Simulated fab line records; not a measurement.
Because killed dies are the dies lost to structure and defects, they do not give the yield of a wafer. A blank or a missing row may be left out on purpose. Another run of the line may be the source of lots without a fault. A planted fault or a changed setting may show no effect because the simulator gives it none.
Which tool is to blame? :: flow gf180mcu :: 39 wafers from 13 lots sampled at 4 of the route's 602 steps

## WHAT THE GAUGES SHOWED, per wafer
GF_NWELL_OVL_MEAS_07. Usual: NWELL_OVL -0.3 nm, standard deviation 1.3.
lot: L623
measured: day 3 17:49
on: overlay-01
NWELL_OVL (nm): -3.3 1.0 -0.9
flag: 

lot: L624
measured: day 4 00:27
on: overlay-02
NWELL_OVL (nm): -4.0 -1.7 -2.1
flag: 

lot: L626
measured: day 4 10:01
on: overlay-02
NWELL_OVL (nm): -3.1 -0.3 -1.9
flag: 

lot: L627
measured: day 4 16:57
on: overlay-01
NWELL_OVL (nm): -1.6 0.7 -0.6
flag: 

lot: L628
measured: day 5 02:06
on: overlay-01
NWELL_OVL (nm): 0.0 0.0 0.2
flag: 

lot: L629
measured: day 5 05:49
on: overlay-02
NWELL_OVL (nm): -0.6 -1.2 0.5
flag: 

lot: L631
measured: day 5 14:33
on: overlay-02
NWELL_OVL (nm): -0.2 -3.2 -0.5
flag: 

lot: L632
measured: day 5 18:07
on: overlay-01
NWELL_OVL (nm): 0.1 0.2 1.6
flag: 

lot: L633
measured: day 6 02:45
on: overlay-02
NWELL_OVL (nm): 1.6 0.1 -0.1
flag: 

lot: L639
measured: day 7 12:33
on: overlay-02
NWELL_OVL (nm): 0.3 0.0 0.0
flag: 

lot: L641
measured: day 7 20:46
on: overlay-02
NWELL_OVL (nm): -0.9 0.6 0.5
flag: 

lot: L642
measured: day 8 03:25
on: overlay-01
NWELL_OVL (nm): 0.9 2.9 1.3
flag: 

lot: L643
measured: day 8 08:19
on: overlay-02
NWELL_OVL (nm): -0.9 0.1 -0.3
flag: 

GF_VT_IMPLANT_RS_MEAS_48: a four-point-probe measurement. Usual: LVPWELL_RS 1195.9 ohm/sq, standard deviation 2.6.
lot: L623
measured: day 8 05:10
on: filmMetro-02
LVPWELL_RS (ohm/sq): 1198.0 1196.5 1195.9
flag: 

lot: L624
measured: day 8 12:34
on: filmMetro-01
LVPWELL_RS (ohm/sq): 1201.1 1195.9 1198.5
flag: 

lot: L626
measured: day 9 00:31
on: filmMetro-02
LVPWELL_RS (ohm/sq): 1194.6 1187.4 1192.7
flag: 

lot: L627
measured: day 9 08:44
on: filmMetro-01
LVPWELL_RS (ohm/sq): 1199.5 1196.7 1199.2
flag: 

lot: L628
measured: day 9 18:57
on: filmMetro-01
LVPWELL_RS (ohm/sq): 1193.7 1193.3 1191.7
flag: 

lot: L629
measured: day 10 00:25
on: filmMetro-04
LVPWELL_RS (ohm/sq): 1196.9 1193.0 1194.8
flag: 

lot: L631
measured: day 10 11:51
on: filmMetro-04
LVPWELL_RS (ohm/sq): 1194.1 1193.6 1194.3
flag: 

lot: L632
measured: day 10 15:47
on: filmMetro-02
LVPWELL_RS (ohm/sq): 1164.6 1165.4 1170.0
flag: OFF

lot: L633
measured: day 11 01:38
on: filmMetro-02
LVPWELL_RS (ohm/sq): 1170.7 1164.5 1165.5
flag: OFF

lot: L639
measured: day 12 21:08
on: filmMetro-01
LVPWELL_RS (ohm/sq): 1195.3 1191.6 1194.6
flag: 

lot: L641
measured: day 13 07:13
on: filmMetro-02
LVPWELL_RS (ohm/sq): 1196.9 1194.7 1193.1
flag: 

lot: L642
measured: day 13 13:51
on: filmMetro-02
LVPWELL_RS (ohm/sq): 1192.1 1194.5 1194.0
flag: 

lot: L643
measured: day 13 20:35
on: filmMetro-02
LVPWELL_RS (ohm/sq): 1196.0 1193.8 1195.4
flag: 

GF_HV_LDD_OVL_MEAS_32. Usual: HV_LDD_02_OVL 0.6 nm, standard deviation 1.3.
lot: L623
measured: day 12 10:02
on: overlay-01
HV_LDD_02_OVL (nm): 1.1 -1.1 1.0
flag: 

lot: L624
measured: day 12 19:50
on: overlay-02
HV_LDD_02_OVL (nm): 1.2 -1.9 0.2
flag: 

lot: L626
measured: day 13 09:02
on: overlay-01
HV_LDD_02_OVL (nm): 1.3 0.3 -1.4
flag: 

lot: L627
measured: day 13 15:32
on: overlay-02
HV_LDD_02_OVL (nm): -0.7 -0.7 -0.5
flag: 

lot: L628
measured: day 14 06:47
on: overlay-01
HV_LDD_02_OVL (nm): 1.7 3.3 0.3
flag: 

lot: L629
measured: day 14 11:11
on: overlay-02
HV_LDD_02_OVL (nm): -0.3 -2.5 1.8
flag: 

lot: L631
measured: day 15 02:47
on: overlay-01
HV_LDD_02_OVL (nm): 1.5 -1.3 0.4
flag: 

lot: L632
measured: day 15 09:09
on: overlay-02
HV_LDD_02_OVL (nm): 0.9 1.2 -0.6
flag: 

lot: L633
measured: day 15 16:04
on: overlay-02
HV_LDD_02_OVL (nm): 1.0 -0.7 0.9
flag: 

lot: L639
measured: day 17 17:50
on: overlay-01
HV_LDD_02_OVL (nm): 0.7 1.1 2.5
flag: 

lot: L641
measured: day 18 04:38
on: overlay-01
HV_LDD_02_OVL (nm): 0.6 1.9 -1.4
flag: 

lot: L642
measured: day 18 10:43
on: overlay-02
HV_LDD_02_OVL (nm): 0.9 2.3 0.3
flag: 

lot: L643
measured: day 18 19:11
on: overlay-01
HV_LDD_02_OVL (nm): 1.4 1.2 1.4
flag: 

## TOOL THAT RAN EACH LOT (tool first, then ch and the chambers of the sampled wafers, then the start)
lot: L623
GF_LVPWELL_IMPLANT_09: implanter-02 ch 0, day 4 07:32

lot: L624
GF_LVPWELL_IMPLANT_09: implanter-01 ch 0, day 4 15:08

lot: L626
GF_LVPWELL_IMPLANT_09: implanter-01 ch 0, day 5 00:19

lot: L627
GF_LVPWELL_IMPLANT_09: implanter-02 ch 0, day 5 07:48

lot: L628
GF_LVPWELL_IMPLANT_09: implanter-01 ch 0, day 5 15:59

lot: L629
GF_LVPWELL_IMPLANT_09: implanter-01 ch 0, day 5 20:51

lot: L631
GF_LVPWELL_IMPLANT_09: implanter-02 ch 0, day 6 05:45

lot: L632
GF_LVPWELL_IMPLANT_09: implanter-01 ch 0, day 6 09:57

lot: L633
GF_LVPWELL_IMPLANT_09: implanter-01 ch 0, day 6 18:39

lot: L639
GF_LVPWELL_IMPLANT_09: implanter-03 ch 0, day 8 05:15

lot: L641
GF_LVPWELL_IMPLANT_09: implanter-03 ch 0, day 8 13:21

lot: L642
GF_LVPWELL_IMPLANT_09: implanter-03 ch 0, day 8 20:56

lot: L643
GF_LVPWELL_IMPLANT_09: implanter-02 ch 0, day 9 01:42
- GF_LVPWELL_IMPLANT_09

## WHAT THE TOOLS THEMSELVES READ (means of the sampled wafers that have a number; where no wafer has one, the mark that the record gives instead)
GF_LVPWELL_IMPLANT_09. Usual: beamOnS 9.99 s, standard deviation 0.21; doseIonsCm2 5e+12, standard deviation 4.5e+09; faradayCurrentUA 28.2, standard deviation 0.6; tiltDeg 0.004 degrees, standard deviation 0.017.
lot: L623
tool: implanter-02
beamOnS (s): 9.99
doseIonsCm2: 5e+12
faradayCurrentUA: 28.3
tiltDeg (degrees): -0.012
flag: 

lot: L624
tool: implanter-01
beamOnS (s): 9.92
doseIonsCm2: 5e+12
faradayCurrentUA: 28.4
tiltDeg (degrees): 0.000
flag: 

lot: L626
tool: implanter-01
beamOnS (s): 9.94
doseIonsCm2: 5e+12
faradayCurrentUA: 28.4
tiltDeg (degrees): 0.007
flag: 

lot: L627
tool: implanter-02
beamOnS (s): 10.07
doseIonsCm2: 5e+12
faradayCurrentUA: 28.0
tiltDeg (degrees): -0.007
flag: 

lot: L628
tool: implanter-01
beamOnS (s): 10.19
doseIonsCm2: 5e+12
faradayCurrentUA: 27.8
tiltDeg (degrees): -0.010
flag: 

lot: L629
tool: implanter-01
beamOnS (s): 10.13
doseIonsCm2: 5e+12
faradayCurrentUA: 27.8
tiltDeg (degrees): -0.010
flag: 

lot: L631
tool: implanter-02
beamOnS (s): 10.01
doseIonsCm2: 5e+12
faradayCurrentUA: 28.2
tiltDeg (degrees): 0.024
flag: 

lot: L632
tool: implanter-01
beamOnS (s): 9.88
doseIonsCm2: 6e+12
faradayCurrentUA: 32.4
tiltDeg (degrees): 0.003
flag: OFF

lot: L633
tool: implanter-01
beamOnS (s): 10.11
doseIonsCm2: 6e+12
faradayCurrentUA: 31.6
tiltDeg (degrees): -0.003
flag: OFF

lot: L639
tool: implanter-03
beamOnS (s): 10.08
doseIonsCm2: 5e+12
faradayCurrentUA: 27.9
tiltDeg (degrees): 0.011
flag: 

lot: L641
tool: implanter-03
beamOnS (s): 10.00
doseIonsCm2: 5e+12
faradayCurrentUA: 28.2
tiltDeg (degrees): -0.024
flag: 

lot: L642
tool: implanter-03
beamOnS (s): 9.99
doseIonsCm2: 5e+12
faradayCurrentUA: 28.3
tiltDeg (degrees): 0.000
flag: 

lot: L643
tool: implanter-02
beamOnS (s): 9.90
doseIonsCm2: 5e+12
faradayCurrentUA: 28.5
tiltDeg (degrees): -0.011
flag: 

## THE ANSWER, worked out from the rows above alone
Rule: lot off if the mean of its wafers having a number is beyond 3 standard deviations from the usual mean. Also off: a lot with no number at a reading for which 4 or more lots have one. The other lots that the step has rows for count as sound. The gauges are gone through in route order, then the tools' own readings, and for those a lot's mean is taken as printed above. At the first step where some lot is off, the reading lying furthest off is the one used; lots without a number count as furthest.
Off: L632, L633, seen at GF_VT_IMPLANT_RS_MEAS_48 (LVPWELL_RS).
If a tool, at a process step before that reading, ran all the lots that are off and no sound lot after the first of them, it fits. Not tried: the gauges at GF_VT_IMPLANT_RS_MEAS_48; whatever is off there is also off at GF_LVPWELL_IMPLANT_09, on other tools, and gauge error can't account for it. One fits: implanter-01 at GF_LVPWELL_IMPLANT_09. Its last sound lot is L629 (day 5 20:51), its first lot that is off L632 (day 6 09:57): a fault that began between those two fits.
The tool's own readings at GF_LVPWELL_IMPLANT_09 bear it out: on the lots that are off they differ by more than 5 times the standard deviation of the sound lots' means. doseIonsCm2 reads 6e+12 there against 5e+12 on the sound lots; faradayCurrentUA reads 32.0 there against 28.2 on the sound lots.

## WHAT HAD BEEN PUT IN BY THE SIMULATOR
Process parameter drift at GF_LVPWELL_IMPLANT_09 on implanter-01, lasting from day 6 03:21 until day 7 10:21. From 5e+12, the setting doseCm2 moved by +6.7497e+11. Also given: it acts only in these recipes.
Shown lots that were struck: L632, L633. This agrees with what the rule above found.
